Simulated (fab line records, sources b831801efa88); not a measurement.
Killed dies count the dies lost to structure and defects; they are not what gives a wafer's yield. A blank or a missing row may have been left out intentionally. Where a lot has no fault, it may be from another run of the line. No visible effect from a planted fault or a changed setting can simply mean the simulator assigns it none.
fab line records -- flow sky130
record: lots: 6, wafers: 18, last-day: 49
route steps=708 shown VT_ADJUST_PCH@151 SONOS_TUNNEL@154 PAD_OPEN@708
lots with no fault: from the same line, run without faults
start-h: hours from the record's opening day to when the first of the lot's shown wafers began -- wait-h: hours elapsed since this lot's preceding step -- " identical to the entry in the row above -- L1.1+2: a row that stands for several wafers -- - either no value or no given start -- * or withheld: withheld -- < > ~ a bound
route shown NAME@n: a module of which the file shows steps, and the number in the route of the first -- usual: the fault-free wafers' mean and standard deviation -- same: alike in all rows -- chamber/n: place in a boat -- sites: per-site readings -- _std_site: the values' standard deviation -- _edge_site: outer sites' mean less inner sites' -- radius-mm: for every site, how far away it sits from the centre of the wafer -- mask NAME#n: copy n -- behind: the tool/chamber that last shaped the wafer -- hold: what put the lot on hold/how long, in hours/how the hold closed -- device: the transistor (n, p or np) that didn't switch -- end of line: the tests these same wafers got at the end of their route -- where a step has no rows: the recipe by itself -- killed: the dies lost at the first sort to structure and to defects; this is not the yield of the wafer -- map: shows each die of a wafer: x if killed, . if not, _ if none is there
set.NAME: setting as actually run; set.NAME@STEP: the setting as run at that earlier step -- model.NAME: the simulator's own value behind a step, which no gauge read
a table for each step, a row for each wafer; lots at some steps of the route
services: when a tool's chamber went out of use (start-h, in hours from the record's first day, below 0 if earlier), for how many hours, and the reason
== steps ==
step: SKY_VT_ADJUST_PCH_IMPLANT_08
recipe: species: B, energy-kev: 10, dose-cm2: 5e+11, tilt-deg: withheld
step: SKY_VT_ADJUST_PCH_STRIP_09
recipe: chemistry: O2/N2, power-w: 1400, pressure-mtorr: 1500, platen-temp-c: withheld, o2-flow-sccm: 3000, n2-flow-sccm: 300, overash-fraction: 0.5
usual: drypump-motor-current-A: 5.6/0.31, oes-product-au: 0.723/0.005, strip-time-to-endpoint-s: 37.34/0.091
lot.wafer,tool,chamber,start-h,wait-h,drypump-motor-current-A,oes-product-au,rf-hours-counter-h,strip-time-to-endpoint-s
L123.2,plasma-asher-01,0,220.62,0.1,5.7,0.730,50,37.47
L123.3,plasma-asher-01,1,220.62,0.1,5.6,0.720,-,37.39
L123.5,plasma-asher-01,1,220.62,0.1,5.7,0.721,-,37.40
L128.2,plasma-asher-01,0,265.76,0.1,5.7,0.730,52,37.38
L128.5,plasma-asher-01,1,265.76,0.1,5.6,0.724,-,37.40
L128.6,plasma-asher-01,0,265.76,0.1,5.7,0.725,-,37.39
L136.3,plasma-asher-01,0,331.51,0.1,5.7,0.721,-,37.27
L136.4,plasma-asher-01,1,331.51,0.1,5.6,0.724,-,37.14
L136.6,plasma-asher-01,0,331.51,0.1,5.8,0.728,-,37.11
L140.1,plasma-asher-04,0,357.61,0.1,6.0,0.722,65,37.37
L140.5,plasma-asher-04,0,357.61,0.1,6.0,0.718,-,37.34
L140.6,plasma-asher-04,1,357.61,0.1,5.0,0.722,-,37.35
L141.1,plasma-asher-01,0,367.37,0.1,5.7,0.726,62,37.43
L141.2,plasma-asher-01,1,367.37,0.1,5.7,0.723,62,37.48
L141.5,plasma-asher-01,0,367.37,0.1,5.7,0.718,-,37.40
L143.3,plasma-asher-02,1,375.44,0.1,5.3,0.720,-,37.34
L143.5,plasma-asher-02,1,375.44,0.1,5.3,0.721,-,37.32
L143.6,plasma-asher-02,0,375.44,0.1,5.7,0.721,-,37.22
step: SKY_VT_ADJUST_PCH_TW_MEAS_10
usual: VT_ADJUST_PCH_TW: 142.2/2.1
lot.wafer,tool,chamber,start-h,wait-h,VT_ADJUST_PCH_TW
L123.2,film-metro-01,-,220.73,0.1,140.8
L123.3,film-metro-01,-,220.73,0.1,140.8
L123.5,film-metro-01,-,220.73,0.1,141.7
L128.2,film-metro-04,-,265.87,0.1,144.8
L128.5,film-metro-04,-,265.87,0.1,144.3
L128.6,film-metro-04,-,265.87,0.1,144.5
L136.3,film-metro-04,-,331.59,0.1,145.1
L136.4,film-metro-04,-,331.59,0.1,144.2
L136.6,film-metro-04,-,331.59,0.1,145.4
L140.1,film-metro-02,-,357.71,0.1,140.4
L140.5,film-metro-02,-,357.71,0.1,141.1
L140.6,film-metro-02,-,357.71,0.1,140.8
L141.1,film-metro-04,-,367.47,0.1,144.6
L141.2,film-metro-04,-,367.47,0.1,144.5
L141.5,film-metro-04,-,367.47,0.1,145.1
L143.3,film-metro-02,-,375.53,0.1,139.4
L143.5,film-metro-02,-,375.53,0.1,140.6
L143.6,film-metro-02,-,375.53,0.1,139.5
step: SKY_SONOS_TUNNEL_DEHYDRATE_00
recipe: temp-c: 200, time-s: 60
step: SKY_SONOS_TUNNEL_HMDS_01
recipe: prime-time-s: 60, prime-temp-c: 120
step: SKY_SONOS_TUNNEL_COAT_02
recipe: resist: NOVOLAK, spin-rpm: 3000, resist-thk-nm: 1140
step: SKY_SONOS_TUNNEL_SOFTBAKE_03
recipe: temp-c: 90, time-s: 60, resist: NOVOLAK
step: SKY_SONOS_TUNNEL_EXPOSE_04
recipe: mask-id: TUNM, na: 0.6, source-shape: conventional, sigma-outer: 0.6, polarization: unpolarized, target-cd-nm: 410, dose-mj: 136
step: SKY_SONOS_TUNNEL_PEB_05
recipe: temp-c: withheld, time-s: *, resist: NOVOLAK
step: SKY_SONOS_TUNNEL_DEVELOP_06
recipe: resist: NOVOLAK, developer: TMAH, develop-time-s: 60, dev-temp-c: 23
step: SKY_SONOS_TUNNEL_CD_MEAS_07
recipe: target-cd-nm: 410
usual: cd-nm: 409.6/2
lot.wafer,tool,chamber,start-h,wait-h,cd-nm
L123.2,cd-sem-02,-,242.61,0.1,411.3
L123.3,cd-sem-02,-,242.61,0.1,410.3
L123.5,cd-sem-02,-,242.61,0.1,409.1
L128.2,cd-sem-01,-,289.92,0.1,407.3
L128.5,cd-sem-01,-,289.92,0.1,407.3
L128.6,cd-sem-01,-,289.92,0.1,406.5
L136.3,cd-sem-01,-,358.43,0.1,412.1
L136.4,cd-sem-01,-,358.43,0.1,412.4
L136.6,cd-sem-01,-,358.43,0.1,410.5
L140.1,cd-sem-01,-,386.09,0.1,412.0
L140.5,cd-sem-01,-,386.09,0.1,411.3
L140.6,cd-sem-01,-,386.09,0.1,410.3
L141.1,cd-sem-01,-,395.75,0.1,407.6
L141.2,cd-sem-01,-,395.75,0.1,407.3
L141.5,cd-sem-01,-,395.75,0.1,407.2
L143.3,cd-sem-01,-,403.68,0.1,410.5
L143.5,cd-sem-01,-,403.68,0.1,412.0
L143.6,cd-sem-01,-,403.68,0.1,408.1
step: SKY_SONOS_TUNNEL_OVL_MEAS_08
usual: SONOS_TUNNEL_OVL: 0.1/1.1
lot.wafer,tool,chamber,start-h,wait-h,SONOS_TUNNEL_OVL[nm]
L123.2,overlay-02,-,242.71,0.1,1.2
L123.3,overlay-02,-,242.71,0.1,0.1
L123.5,overlay-02,-,242.71,0.1,0.8
L128.2,overlay-01,-,290.03,0.1,-1.3
L128.5,overlay-01,-,290.03,0.1,1.7
L128.6,overlay-01,-,290.03,0.1,-0.3
L136.3,overlay-01,-,358.52,0.1,2.0
L136.4,overlay-01,-,358.52,0.1,1.5
L136.6,overlay-01,-,358.52,0.1,2.9
L140.1,overlay-02,-,386.21,0.1,0.9
L140.5,overlay-02,-,386.21,0.1,1.9
L140.6,overlay-02,-,386.21,0.1,0.8
L141.1,overlay-02,-,395.87,0.1,-0.4
L141.2,overlay-02,-,395.87,0.1,0.6
L141.5,overlay-02,-,395.87,0.1,0.2
L143.3,overlay-01,-,403.77,0.1,-0.8
L143.5,overlay-01,-,403.77,0.1,-1.7
L143.6,overlay-01,-,403.77,0.1,-1.8
step: SKY_SONOS_TUNNEL_IMPLANT_09
recipe: species: B, energy-kev: 20, dose-cm2: 1e+12, tilt-deg: withheld
lot.wafer,tool,chamber,start-h,wait-h
L123.2+3+5,implanter-03,0,242.77,0.0
L128.2+5+6,implanter-02,0,290.09,0.0
L136.3+4+6,implanter-02,0,358.59,0.1
L140.1+5+6,implanter-02,0,386.24,0.0
L141.1+2+5,implanter-03,0,395.91,0.0
L143.3+5+6,implanter-04,0,403.84,0.1
step: SKY_SONOS_TUNNEL_WET_ETCH_10
recipe: chemistry: dHF, target-depth-nm: 14, target: SiO2, dilution: 100:1, temp-c: 25, time-s: 280
step: SKY_SONOS_TUNNEL_STRIP_11
recipe: chemistry: SPM, time-s: 600, temp-c: 130
step: SKY_SONOS_TUNNEL_TW_MEAS_12
usual: SONOS_TUNNEL_TW: 197.7/2.5
lot.wafer,tool,chamber,start-h,wait-h,SONOS_TUNNEL_TW
L123.2,film-metro-03,-,243.17,0.0,199.3
L123.3,film-metro-03,-,243.17,0.0,198.1
L123.5,film-metro-03,-,243.17,0.0,198.3
L128.2,film-metro-03,-,290.48,0.0,197.8
L128.5,film-metro-03,-,290.48,0.0,198.2
L128.6,film-metro-03,-,290.48,0.0,196.6
L136.3,film-metro-03,-,358.97,0.0,179.2
L136.4,film-metro-03,-,358.97,0.0,178.8
L136.6,film-metro-03,-,358.97,0.0,178.7
L140.1,film-metro-02,-,386.65,0.0,176.6
L140.5,film-metro-02,-,386.65,0.0,175.5
L140.6,film-metro-02,-,386.65,0.0,176.5
L141.1,film-metro-02,-,396.32,0.0,194.3
L141.2,film-metro-02,-,396.32,0.0,193.9
L141.5,film-metro-02,-,396.32,0.0,195.0
L143.3,film-metro-02,-,404.25,0.0,194.5
L143.5,film-metro-02,-,404.25,0.0,194.7
L143.6,film-metro-02,-,404.25,0.0,196.2
step: SKY_SONOS_TUNNEL_CLEAN_13
recipe: chemistry: dHF, time-s: 20, dilution: 100:1, dry: ipa-marangoni
step: SKY_PAD_OPEN_PROBE_99
usual: killed_at_M0_to_M3: 45/7.1, killed_at_M4_up: 3.0/1.8, killed-at-contacts: 24/5.4, killed-at-front-end: 16/4.9, killed-at-other: 0.3/0.63, killed-dies: 88/11, killed-open: 47/7.4, killed-short: 40/7
same: gross-dies: 492, killed-at-back-side: 0
lot.wafer,tool,chamber,start-h,wait-h,killed_at_M0_to_M3,killed_at_M4_up,killed-at-contacts,killed-at-front-end,killed-at-other,killed-dies,killed-open,killed-short,model.etest.tip-sonos.rs-ohm-sq-range,model.etest.sonos-uncharged.r-on-ohm-um,model.etest.tip-sonos.rs-ohm-sq-rim-less-centre,model.etest.sonos-programmed.off-log10-a-um,model.etest.sonos-uncharged.vt-v,model.etest.sonos-baked.vt-v,model.etest.sonos-erased.vt-v
L123.2,prober-01,-,1066.71,0.1,50,1,31,21,0,103,53,50,16.56,800.8,3.829,-14.02,-0.4313,1.054,-2.384
L123.3,prober-01,-,1066.76,0.2,44,8,23,28,0,103,55,48,49.19,816.1,-30.9,-13.99,-0.4329,1.042,-2.381
L123.5,prober-01,-,1066.86,0.2,45,7,27,17,0,96,57,39,57.85,803.6,-18.54,-13.94,-0.434,1.004,-2.357
L128.2,prober-02,-,1107.29,0.1,37,4,24,16,0,81,44,37,23.66,798.8,7.213,-13.98,-0.4484,1.026,-2.396
L128.5,prober-02,-,1107.44,0.2,40,2,21,16,2,81,43,38,35.87,810.4,7.546,-13.98,-0.4517,0.9881,-2.292
L128.6,prober-02,-,1107.49,0.2,36,3,21,18,0,78,37,41,26.57,803.3,14.68,-13.89,-0.468,0.9604,-2.332
L136.3,prober-02,-,1155.10,0.2,43,3,18,14,0,78,47,31,90.21,777.1,46.26,-13.02,-0.5595,0.7982,-2.393
L136.4,prober-02,-,1155.15,0.2,30,2,19,20,1,72,32,40,113.5,766.8,55.07,-12.65,-0.5578,0.7961,-2.29
L136.6,prober-02,-,1155.25,0.2,57,0,15,17,0,89,38,51,100.9,787,44.95,-13.37,-0.5192,0.899,-2.429
L140.1,prober-02,-,1173.20,0.1,63,0,23,16,0,102,55,46,94.76,784.1,24.1,-12.76,-0.5611,0.8194,-2.316
L140.5,prober-02,-,1173.40,0.2,60,3,21,19,0,103,63,39,109.2,791.6,28.47,-12.86,-0.554,0.8226,-2.362
L140.6,prober-02,-,1173.45,0.2,56,5,27,16,0,104,59,45,98.62,774,38.17,-13,-0.5643,0.8479,-2.364
L141.1,prober-01,-,1177.64,0.1,39,1,17,10,0,67,31,36,51.23,818.2,-11.87,-14.01,-0.4281,1.054,-2.339
L141.2,prober-01,-,1177.69,0.1,43,3,22,14,0,82,37,45,35.04,820,29.69,-14,-0.4288,1.015,-2.307
L141.5,prober-01,-,1177.84,0.2,42,4,23,10,0,79,43,36,31.87,821,4.301,-14,-0.4385,1.016,-2.321
L143.3,prober-01,-,1184.79,0.2,48,3,31,8,0,90,46,44,40.02,814.5,-13.54,-13.96,-0.4169,0.9739,-2.339
L143.5,prober-01,-,1184.89,0.2,37,2,20,11,1,71,37,34,58.35,814.6,15.59,-13.97,-0.4375,1.032,-2.394
L143.6,prober-01,-,1184.94,0.2,49,2,25,10,1,87,46,41,37.64,791.6,-5.444,-13.93,-0.4352,0.983,-2.332
killed by level:class
L123.2 VIA1:geometric-particle:open=11 LI_CONTACT:geometric-particle:open=10 CONTACT:geometric-particle:short=8 FIELD_ISO:geometric-particle:short=7 VIA1:geometric-particle:short=7 VIA2:geometric-particle:open=7 METAL2:geometric-particle:short=6 POLY_GATE:geometric-particle:short=5
L123.3 VIA1:geometric-particle:open=10 FIELD_ISO:geometric-particle:short=9 VIA2:geometric-particle:open=8 POLY_GATE:geometric-particle:open=7 LI_CONTACT:geometric-particle:open=7 CONTACT:geometric-particle:open=6 METAL4:geometric-particle:short=6 POLY_GATE:geometric-particle:short=5
L123.5 CONTACT:geometric-particle:open=14 VIA1:geometric-particle:open=9 METAL3:geometric-particle:short=9 FIELD_ISO:geometric-particle:open=7 VIA2:geometric-particle:open=6 LI_CONTACT:geometric-particle:open=5 METAL2:geometric-particle:short=5 METAL1:geometric-particle:short=4
L128.2 CONTACT:geometric-particle:open=10 METAL2:geometric-particle:short=10 VIA1:geometric-particle:short=6 LI_CONTACT:geometric-particle:open=6 VIA1:geometric-particle:open=6 LI_CONTACT:geometric-particle:short=5 VIA3:geometric-particle:open=5 POLY_GATE:geometric-particle:open=4
L128.5 VIA1:geometric-particle:open=11 CONTACT:geometric-particle:open=8 METAL1:geometric-particle:short=6 LOCAL_INTERCONNECT:geometric-particle:short=4 CONTACT:geometric-particle:short=4 VIA3:geometric-particle:short=4 VIA3:geometric-particle:open=4 FIELD_ISO:geometric-particle:short=3
L128.6 LI_CONTACT:geometric-particle:open=6 METAL2:geometric-particle:short=6 FIELD_ISO:geometric-particle:short=5 POLY_GATE:geometric-particle:open=5 LOCAL_INTERCONNECT:geometric-particle:short=5 CONTACT:geometric-particle:open=5 METAL1:geometric-particle:short=5 VIA3:geometric-particle:open=5
L136.3 VIA1:geometric-particle:open=11 METAL1:geometric-particle:short=8 POLY_GATE:geometric-particle:open=7 CONTACT:geometric-particle:open=7 METAL2:geometric-particle:short=6 VIA2:geometric-particle:open=5 LOCAL_INTERCONNECT:geometric-particle:short=4 METAL1:geometric-particle:open=4
L136.4 CONTACT:geometric-particle:open=8 POLY_GATE:geometric-particle:short=6 METAL1:geometric-particle:short=6 FIELD_ISO:geometric-particle:open=5 FIELD_ISO:geometric-particle:short=5 VIA3:geometric-particle:short=5 METAL2:geometric-particle:short=5 VIA2:geometric-particle:open=5
L136.6 VIA1:geometric-particle:open=13 METAL1:geometric-particle:short=9 METAL2:geometric-particle:short=8 VIA1:geometric-particle:short=6 POLY_GATE:geometric-particle:short=5 LI_CONTACT:geometric-particle:short=5 VIA2:geometric-particle:open=5 FIELD_ISO:geometric-particle:open=4
L140.1 VIA1:geometric-particle:open=15 VIA2:geometric-particle:open=11 CONTACT:geometric-particle:open=7 VIA1:geometric-particle:short=7 METAL2:geometric-particle:short=6 LI_CONTACT:geometric-particle:open=5 LOCAL_INTERCONNECT:geometric-particle:short=5 METAL1:geometric-particle:short=5
L140.5 VIA1:geometric-particle:open=19 VIA2:geometric-particle:open=12 POLY_GATE:geometric-particle:open=7 CONTACT:geometric-particle:open=6 VIA1:geometric-particle:short=6 VIA2:geometric-particle:short=5 LI_CONTACT:geometric-particle:open=5 METAL1:geometric-particle:short=4
L140.6 VIA2:geometric-particle:open=13 LI_CONTACT:geometric-particle:open=12 VIA1:geometric-particle:open=10 CONTACT:geometric-particle:short=7 VIA1:geometric-particle:short=6 METAL3:geometric-particle:short=6 VIA3:geometric-particle:open=6 POLY_GATE:geometric-particle:open=5
L141.1 VIA1:geometric-particle:open=13 LI_CONTACT:geometric-particle:open=7 VIA1:geometric-particle:short=6 METAL1:geometric-particle:short=6 CONTACT:geometric-particle:short=4 FIELD_ISO:geometric-particle:short=3 SONOS_ONO:geometric-particle:short=3 LOCAL_INTERCONNECT:geometric-particle:short=3
L141.2 METAL2:geometric-particle:short=9 LI_CONTACT:geometric-particle:open=8 VIA3:geometric-particle:open=8 CONTACT:geometric-particle:short=7 FIELD_ISO:geometric-particle:short=6 VIA1:geometric-particle:open=6 CONTACT:geometric-particle:open=5 FIELD_ISO:geometric-particle:open=4
L141.5 VIA1:geometric-particle:open=13 CONTACT:geometric-particle:open=9 VIA2:geometric-particle:open=8 LI_CONTACT:geometric-particle:open=7 FIELD_ISO:geometric-particle:short=5 POLY_GATE:geometric-particle:short=4 LI_CONTACT:geometric-particle:short=4 METAL1:geometric-particle:short=4
L143.3 CONTACT:geometric-particle:open=13 VIA2:geometric-particle:open=8 METAL2:geometric-particle:short=7 LI_CONTACT:geometric-particle:short=6 METAL1:geometric-particle:short=6 VIA3:geometric-particle:open=6 LI_CONTACT:geometric-particle:open=5 VIA1:geometric-particle:open=5
L143.5 VIA2:geometric-particle:open=9 CONTACT:geometric-particle:open=7 VIA3:geometric-particle:open=7 CONTACT:geometric-particle:short=6 LI_CONTACT:geometric-particle:open=5 POLY_GATE:geometric-particle:short=4 METAL3:geometric-particle:short=4 METAL1:geometric-particle:short=4
L143.6 VIA2:geometric-particle:open=10 VIA3:geometric-particle:open=10 CONTACT:geometric-particle:open=8 METAL1:geometric-particle:short=7 LI_CONTACT:geometric-particle:open=6 LOCAL_INTERCONNECT:geometric-particle:short=6 METAL2:geometric-particle:short=6 VIA1:geometric-particle:open=5
== services ==
tool,chamber,start-h,hours,kind
plasma-asher-04,-,231.05,2.8,pm
plasma-asher-01,-,237.31,25.0,pm
implanter-04,-,243.40,2.1,pm
implanter-03,-,256.65,2.2,repair
implanter-02,-,269.82,3.2,repair
plasma-asher-02,-,285.86,2.8,pm
implanter-03,-,287.08,3.8,pm
implanter-03,-,301.97,47.4,repair
implanter-02,-,322.77,3.3,repair
implanter-04,-,332.71,28.8,pm
implanter-02,-,334.30,2.7,repair
implanter-03,-,349.07,3.7,repair
== key ==
first-sign: step: SKY_SONOS_TUNNEL_TW_MEAS_12, reading: SONOS_TUNNEL_TW, direction: down, sigmas: 8.1, usual: 197.7, struck: 177.6
effect none on later readings
model-effect: step: SKY_PAD_OPEN_PROBE_99, value: etest.tip-sonos.rs-ohm-sq-range, without: 41.23, struck: 101.2
met-at SKY_SONOS_TUNNEL_IMPLANT_09
struck-wafers L136.3,L136.4,L136.6,L140.1,L140.5,L140.6
tester-left-out L136,L140
onset-between 290.09 358.59
fault: kind: process-parameter-drift, tool: implanter-02, chamber: -, onset-h: 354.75, steps: SKY_SONOS_TUNNEL_IMPLANT_09, channel: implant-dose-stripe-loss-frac, offset: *, shape: step, end-h: 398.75
tester-left-out: of these lots the tester's yield and bins aren't shown, on N5 and GAA mostly nor the transistor test; their killed dies are dies lost to structure and defects alone, not to doping, threshold or leakage, so they don't give the yield
